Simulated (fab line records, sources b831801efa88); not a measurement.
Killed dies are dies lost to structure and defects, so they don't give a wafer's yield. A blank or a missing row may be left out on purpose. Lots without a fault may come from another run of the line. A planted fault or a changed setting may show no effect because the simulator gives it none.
Tool commonality check | flow sky130 | 11 lots, 33 wafers sampled

WHY IT WAS OPENED
At SKY_VIA4_THK_MEAS_01 the reading VIA4_HDPCVD_THK is flagged on 2 of 11 lots. Wafers without a fault read 1744 nm, standard deviation 17.
Rule: a lot is flagged when every wafer of it that has a number lies more than 4 standard deviations from that mean, or none has a number. The other lots count as sound.

lot  | measured     | on            | VIA4_HDPCVD_THK (nm), wafer by wafer | flag
L560 | day 42 01:39 | film_metro-01 | 1726 1703 1734                       |
L561 | day 42 15:03 | film_metro-02 | 1757 1760 1745                       |
L563 | day 43 02:23 | film_metro-02 | 1735 1743 1752                       |
L564 | day 43 11:28 | film_metro-03 | 1731 1741 1729                       |
L566 | day 44 00:41 | film_metro-01 | 1745 1744 1741                       |
L567 | day 44 05:31 | film_metro-01 | 1723 1742 1728                       |
L568 | day 44 14:23 | film_metro-03 | 1725 1735 1752                       |
L573 | day 46 01:16 | film_metro-01 | 1743 1726 1739                       |
L575 | day 46 09:17 | film_metro-01 | 2640 2641 2641                       | FLAGGED
L576 | day 46 21:16 | film_metro-01 | 2610 2605 2622                       | FLAGGED
L580 | day 47 17:46 | film_metro-02 | 1738 1750 1713                       |
The numbers of the flagged lots are 2626 nm on average: +882 nm against the usual, or +52 standard deviations.

WHICH TOOL RAN EACH LOT
The record holds 3 process steps before the reading, out of a route of 708 steps. In each cell: the tool, then ch and the chambers that the sampled wafers went through, then the start.
lot  | flag    | SKY_METAL2_DESCUM_17              | SKY_METAL2_ETCH_18                | SKY_VIA4_HDPCVD_00
L560 |         | rie_metal-02 ch 0, day 35 10:52   | rie_metal-02 ch 0, day 35 10:54   | hdpcvd-02 ch 0,1,2, day 42 01:28
L561 |         | rie_metal-03 ch 0,1, day 36 02:33 | rie_metal-03 ch 0,1, day 36 02:35 | hdpcvd-01 ch 0,1,2, day 42 14:52
L563 |         | rie_metal-01 ch 0,1, day 36 14:04 | rie_metal-01 ch 0,1, day 36 14:06 | hdpcvd-02 ch 0,1, day 43 02:13
L564 |         | rie_metal-02 ch 0,1, day 37 00:26 | rie_metal-02 ch 0,1, day 37 00:28 | hdpcvd-01 ch 1,2, day 43 11:16
L566 |         | rie_metal-02 ch 0,1, day 37 15:28 | rie_metal-02 ch 0,1, day 37 15:30 | hdpcvd-02 ch 1,2, day 44 00:30
L567 |         | rie_metal-02 ch 0,1, day 37 19:39 | rie_metal-02 ch 0,1, day 37 19:41 | hdpcvd-01 ch 0,1,2, day 44 05:19
L568 |         | rie_metal-02 ch 0,1, day 38 07:03 | rie_metal-02 ch 0,1, day 38 07:05 | hdpcvd-02 ch 0,1,2, day 44 14:12
L573 |         | rie_metal-02 ch 0,1, day 39 21:36 | rie_metal-02 ch 0,1, day 39 21:38 | hdpcvd-01 ch 1,2, day 46 01:04
L575 | FLAGGED | rie_metal-02 ch 0,1, day 40 08:49 | rie_metal-02 ch 0,1, day 40 08:51 | hdpcvd-02 ch 0,1,2, day 46 09:10
L576 | FLAGGED | rie_metal-02 ch 0,1, day 40 22:57 | rie_metal-02 ch 0,1, day 40 22:59 | hdpcvd-02 ch 1,2, day 46 21:04
L580 |         | rie_metal-03 ch 0,1, day 41 23:01 | rie_metal-03 ch 0,1, day 41 23:03 | hdpcvd-01 ch 0,1, day 47 17:35
What these steps do:
- SKY_METAL2_DESCUM_17: chemistry O2, time 8 s.
- SKY_METAL2_ETCH_18: etches BARC in N2/H2, stops on SiO2, time 45.9 s, target depth 60 nm.
- SKY_VIA4_HDPCVD_00: deposits SiO2, target thk 1750 nm, time 291.7 s.
- SKY_VIA4_THK_MEAS_01

FLAGGED OVER TOTAL, TOOL BY TOOL (the gauges that took the reading come last)
step                 | tool          | lots run | flagged | share of the flagged lots | sound lots run after its first flagged lot
SKY_METAL2_DESCUM_17 | rie_metal-01  | 1        | 0       | none                      | -
SKY_METAL2_DESCUM_17 | rie_metal-02  | 8        | 2       | all                       | 0
SKY_METAL2_DESCUM_17 | rie_metal-03  | 2        | 0       | none                      | -
SKY_METAL2_ETCH_18   | rie_metal-01  | 1        | 0       | none                      | -
SKY_METAL2_ETCH_18   | rie_metal-02  | 8        | 2       | all                       | 0
SKY_METAL2_ETCH_18   | rie_metal-03  | 2        | 0       | none                      | -
SKY_VIA4_HDPCVD_00   | hdpcvd-01     | 5        | 0       | none                      | -
SKY_VIA4_HDPCVD_00   | hdpcvd-02     | 6        | 2       | all                       | 0
SKY_VIA4_THK_MEAS_01 | film_metro-01 | 6        | 2       | all                       | 0
SKY_VIA4_THK_MEAS_01 | film_metro-02 | 3        | 0       | none                      | -
SKY_VIA4_THK_MEAS_01 | film_metro-03 | 2        | 0       | none                      | -

WHAT THE TABLE ALLOWS
4 rows of the table ran every flagged lot: rie_metal-02 at SKY_METAL2_DESCUM_17, rie_metal-02 at SKY_METAL2_ETCH_18, hdpcvd-02 at SKY_VIA4_HDPCVD_00, film_metro-01 at SKY_VIA4_THK_MEAS_01.
- rie_metal-02 at SKY_METAL2_DESCUM_17: 2 of its 8 lots flagged. Its last sound lot is L573 (day 39 21:36), its first flagged lot L575 (day 40 08:49): a fault that began between those two fits.
- rie_metal-02 at SKY_METAL2_ETCH_18: 2 of its 8 lots flagged. Its last sound lot is L573 (day 39 21:38), its first flagged lot L575 (day 40 08:51): a fault that began between those two fits.
- hdpcvd-02 at SKY_VIA4_HDPCVD_00: 2 of its 6 lots flagged. Its last sound lot is L568 (day 44 14:12), its first flagged lot L575 (day 46 09:10): a fault that began between those two fits. Its own readings lie more than 4 standard deviations out on every wafer of the flagged lots: sih4_flow_sccm.
- film_metro-01 at SKY_VIA4_THK_MEAS_01: 2 of its 6 lots flagged. Its last sound lot is L573 (day 46 01:16), its first flagged lot L575 (day 46 09:17): a fault that began between those two fits.
Counting lots can't tell these 3 tools apart, because each fits a fault that began at some hour. More lots, or a look at what each step does to the wafer, might.

WHAT THE SIMULATOR HAD PUT IN
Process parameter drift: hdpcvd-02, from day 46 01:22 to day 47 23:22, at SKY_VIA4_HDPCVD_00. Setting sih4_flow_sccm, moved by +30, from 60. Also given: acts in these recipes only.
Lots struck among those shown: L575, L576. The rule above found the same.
